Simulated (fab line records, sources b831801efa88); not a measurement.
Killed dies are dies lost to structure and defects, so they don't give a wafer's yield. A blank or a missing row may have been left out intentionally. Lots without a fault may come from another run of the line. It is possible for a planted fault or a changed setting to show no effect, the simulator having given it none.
A lot that was struck, set against a sound lot :: flow sky130 :: 44 steps out of a route of 708
Sound: these wafers, L753.1, L753.4, L753.6. Struck: wafer L761.1; the same lot's L761.2 was not struck, so it is left out; see the end for the cause.
Per side, at each step with rows, come the tool, then ch with its chambers, and then its first start. Under that, the readings that differ: sound wafers :: struck wafers :: difference of the means :: sigmas: that difference in standard deviations of wafers without a fault.
alike: words and numbers the same on both sides, and readings whose means are apart by under 2 such deviations; not compared: readings that were withheld, readings missing a value for some wafer, numbers with overlapping values and no deviation given by the record, and bounds like >300 which may hide the same value.
A row with sigmas, a row that says differs or no value, or rows on one side alone: a step with any of these is where the two part. Numbers that don't overlap but have no deviation are shown without sigmas and don't part them. Lack of a reading on every wafer of one side parts them only where that side has two or more wafers.

first, 6 steps without rows for these wafers: SKY_VIA3_ETCH_15 (etches SiO2 in C4F8/O2/Ar, stops on TiN, target depth 507 nm, time 78 s); SKY_VIA3_STRIP_16 (strips in O2/N2); SKY_VIA3_STRIP_17 (strips in post etch residue remover, time 1200 s); SKY_VIA3_CLEAN_18 (cleans in IPA, time 180 s); SKY_VIA3_CLEAN_19 (cleans in O3/DIW); SKY_VIA3_SPUTTER_20 (material TiN, target thk 20 nm, time 80 s).
SKY_VIA3_CVD_21: deposits W, target thk 390 nm, time 117.31 s.
  sound on cvd w-01 ch 0,1, day 43 12:21; struck on cvd w-01 ch 1, day 44 17:59
  alike: heater power w
  not compared: since wet clean h
SKY_VIA3_RS_MEAS_22: the measuring method here is four-point-probe.
  sound on film metro-02 at day 43 12:28; struck on film metro-03 at day 44 18:06
  alike: VIA3_W_RS
SKY_VIA3_THK_MEAS_23: measures by xrf.
  sound on film metro-02 at day 43 12:35; struck on film metro-03 at day 44 18:13
  alike: VIA3_W_THK
then, 2 steps without rows for these wafers: SKY_VIA3_CMP_24 (polishes, stops on SiO2, t overpolish 20 s, target thk 0 nm); SKY_METAL4_SPUTTER_00 (material Ti, target thk 15 nm, time 10 s).
SKY_METAL4_SPUTTER_01: material TiN, target thk 20 nm, time 16.7 s.
  sound on pvd sputter-01 at day 43 13:12; struck on pvd sputter-03 at day 44 18:37
  alike: chamber pressure pa, throttle valve pct
SKY_METAL4_SPUTTER_02: material AlCu, target thk 735 nm, time 39.1 s.
  sound on pvd sputter-01 at day 43 13:13; struck on pvd sputter-03 at day 44 18:38
reading: model.AlCu_of_METAL4_SPUTTER_02.thk nm (nm)
sound: 739.4 728.6 728.3
struck: 630.6
difference: -101.5
sigmas: 
  alike: chamber pressure pa, throttle valve pct
SKY_METAL4_SPUTTER_03: material Ti, target thk 5 nm, time 3.3 s.
  sound on pvd sputter-01 at day 43 13:16; struck on pvd sputter-03 at day 44 18:40
  alike: chamber pressure pa, throttle valve pct
then, 1 step without rows for these wafers: SKY_METAL4_SPUTTER_04 (material TiN, target thk 70 nm, time 58.3 s).
SKY_CAP2M_CVD_00: deposits SiO2, target thk 15.5 nm.
  sound on pecvd-01 ch 0,2, day 43 13:20; struck on pecvd-01 ch 1, day 44 18:44
  alike: heater power w
SKY_CAP2M_THK_MEAS_01:
  sound on film metro-04 at day 43 13:22; struck on film metro-04 at day 44 18:46
  alike: CAP2M_CVD_00_THK
then, 1 step without rows for these wafers: SKY_CAP2M_SPUTTER_02 (material TiN, target thk 200 nm, time 166.7 s).
SKY_CAP2M_RS_MEAS_03: the measuring method here is four-point-probe.
  sound on film metro-03 at day 43 13:32; struck on film metro-01 at day 44 18:56
  alike: CAP2M_TIN_RS
SKY_CAP2M_THK_MEAS_04: measures by xrf.
  sound on film metro-03 at day 43 13:39; struck on film metro-01 at day 44 19:03
  alike: CAP2M_TIN_THK
then, 7 steps without rows for these wafers: SKY_CAP2M_DEHYDRATE_05 (time 60 s); SKY_CAP2M_HMDS_06 (prime time 60 s); SKY_CAP2M_COAT_07 (resist thk 1140 nm); SKY_CAP2M_SOFTBAKE_08 (time 60 s); SKY_CAP2M_EXPOSE_09 (exposes mask CAP2M, target cd 1000 nm); SKY_CAP2M_PEB_10; SKY_CAP2M_DEVELOP_11 (develop time 60 s).
SKY_CAP2M_OVL_MEAS_12:
  sound on overlay-02 at day 44 12:26; struck on overlay-02 at day 45 15:58
reading: CAP2M_OVL (nm)
sound: 2.6 1.2 1.0
struck: -0.9
difference: -2.5
sigmas: -2
SKY_CAP2M_METAL_ETCH_13: etches TiN in Cl2/BCl3, stops on SiO2, target depth 220 nm, time 62.9 s.
  sound on rie metal-01 ch 0,1, day 44 12:28; struck on rie metal-01 ch 0, day 45 16:00
  alike: drypump motor current A, oes product au, throttle valve pct
  not compared: rf hours counter h
then, 12 steps without rows for these wafers: SKY_CAP2M_STRIP_14 (strips in O2/N2); SKY_CAP2M_STRIP_15 (strips in post etch residue remover, time 1200 s); SKY_CAP2M_CLEAN_16 (cleans in IPA, time 180 s); SKY_CAP2M_CLEAN_17 (cleans in O3/DIW); SKY_METAL4_DEHYDRATE_05 (time 60 s); SKY_METAL4_HMDS_06 (prime time 60 s); SKY_METAL4_COAT_07 (resist thk 60 nm); SKY_METAL4_COAT_08 (resist thk 1140 nm); SKY_METAL4_SOFTBAKE_09 (time 90 s); SKY_METAL4_EXPOSE_10 (exposes mask MM4, target cd 300 nm); SKY_METAL4_PEB_11; SKY_METAL4_DEVELOP_12 (develop time 60 s).
SKY_METAL4_CD_MEAS_13: the cd target is 300 nm.
  sound on cd sem-01 at day 45 11:16; struck on cd sem-02 at day 46 14:13
  alike: cd nm
SKY_METAL4_METAL_ETCH_18: etches the open film in Cl2/BCl3, stops on SiO2, target depth 845 nm, time 183.1 s.
  sound on rie metal-04 ch 0,1, day 45 11:34; struck on rie metal-01 ch 1, day 46 14:31
reading: oes product au (a.u.)
sound: 0.877 0.868 0.859
struck: 0.808
difference: -0.060
sigmas: -9
  alike: drypump motor current A, throttle valve pct
  not compared: rf hours counter h
-- the record jumps here: 3 days lie between the struck wafers' starts before and after (it left off in module METAL4 and takes up again in module PAD_OPEN, whose first step shown is number 708 of the route) --
SKY_PAD_OPEN_PROBE_99:
  sound on prober-02 at day 49 02:21; struck on prober-02 at day 50 00:49
reading: model.etest.met4.line ohm um
sound: 0.1404 0.1437 0.1456
struck: 0.1668
difference: +0.0236
sigmas: 

reading: model.etest.met4.rs ohm sq
sound: 0.04182 0.04326 0.04298
struck: 0.04958
difference: +0.00689
sigmas: 
  alike: defect limited yield, killed_at_M0_to_M3, killed_at_M4_up, killed at contacts, killed at front end, killed at other, killed dies, killed open, killed short, sort_bin_3_pad_short, sort_bin_5_function, sort_bin_6_memory, sort n pass, sort yield pct

WHERE THEY PART
Earliest at SKY_CAP2M_OVL_MEAS_12; latest, in this record, at SKY_METAL4_METAL_ETCH_18. Later steps at which nothing parts them and some readings are alike: SKY_PAD_OPEN_PROBE_99.

WHY: whatever the simulator had introduced
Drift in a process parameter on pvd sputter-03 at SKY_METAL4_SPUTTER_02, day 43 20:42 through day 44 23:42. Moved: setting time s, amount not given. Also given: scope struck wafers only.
